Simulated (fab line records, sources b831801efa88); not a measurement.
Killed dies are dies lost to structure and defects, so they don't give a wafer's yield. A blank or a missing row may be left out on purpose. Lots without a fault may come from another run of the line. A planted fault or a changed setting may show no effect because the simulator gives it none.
Chamber matching | flow sky130 | SKY_SONOS_ONO_ETCH_15 on rie_diel-02: 4 sister chambers
The step etches the open film in CHF3/O2, target depth 19.52 nm, time 7.8 s. 16 wafers are shown with their chamber, then 8 later ones without.

WAFERS WITH THEIR CHAMBER
wafer  | chamber | oes_product_au (a.u.) | throttle_valve_pct (%)
L701.1 | 2       | 0.995                 | 8.825
L701.2 | 1       | 0.965                 | 8.808
L701.5 | 1       | 0.971                 | 8.819
L704.1 | 2       | 1.001                 | 8.836
L704.5 | 1       | 0.995                 | 8.806
L704.6 | 3       | 1.021                 | 8.840
L705.1 | 1       | 0.993                 | 8.820
L705.2 | 3       | 1.019                 | 8.834
L705.3 | 2       | 1.002                 | 8.830
L706.3 | 1       | 0.993                 | 8.821
L706.4 | 3       | 1.018                 | 8.826
L706.5 | 2       | 0.992                 | 8.829
L710.1 | 2       | 0.983                 | 8.823
L710.2 | 1       | 1.010                 | 8.834
L710.5 | 2       | 0.990                 | 8.819
L711.1 | 0       | 1.021                 | 8.829

SIGNATURES (means of the wafers above)
reading            | chamber 0 | chamber 1 | chamber 2 | chamber 3 | scatter within a chamber
oes_product_au     | 1.02100   | 0.98783   | 0.99383   | 1.01933   | 0.0118
throttle_valve_pct | 8.82900   | 8.81800   | 8.82700   | 8.83333   | 0.00812
Rule: a wafer's distance from a chamber is the root of the sum, over the readings, of the square of ((its reading less the chamber's mean) divided by the reading's scatter). The wafer belongs to the nearest chamber; if the next one is less than 2 further off, it can't be placed. The scatter: the root of (the sum of the squares of (reading less its chamber's mean) over the shown wafers, divided by (wafers less chambers)).

WAFERS WITHOUT THEIR CHAMBER
wafer  | oes_product_au (a.u.) | throttle_valve_pct (%)
L711.4 | 0.990                 | 8.819
L711.5 | 1.023                 | 8.839
L713.1 | 0.995                 | 8.815
L713.3 | 1.011                 | 8.831
L713.4 | 1.010                 | 8.822
L712.2 | 1.016                 | 8.821
L712.5 | 0.986                 | 8.822
L712.6 | 1.006                 | 8.816

WHICH CHAMBER EACH WENT THROUGH
wafer  | from the rows above               | in truth
L711.4 | can't be placed: 1 or 2           | 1
L711.5 | can't be placed: 3 or 0           | 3
L713.1 | can't be placed: 1 or 2           | 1
L713.3 | can't be placed: 3 or 0 or 2 or 1 | 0
L713.4 | can't be placed: 0 or 2 or 3 or 1 | 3
L712.2 | can't be placed: 0 or 3 or 2 or 1 | 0
L712.5 | can't be placed: 1 or 2           | 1
L712.6 | can't be placed: 1 or 2 or 0 or 3 | 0
Placed correctly: 0 of 8. Can't be placed from these rows: 8 (the true chamber is among the candidates in 8). Placed wrongly: 0.
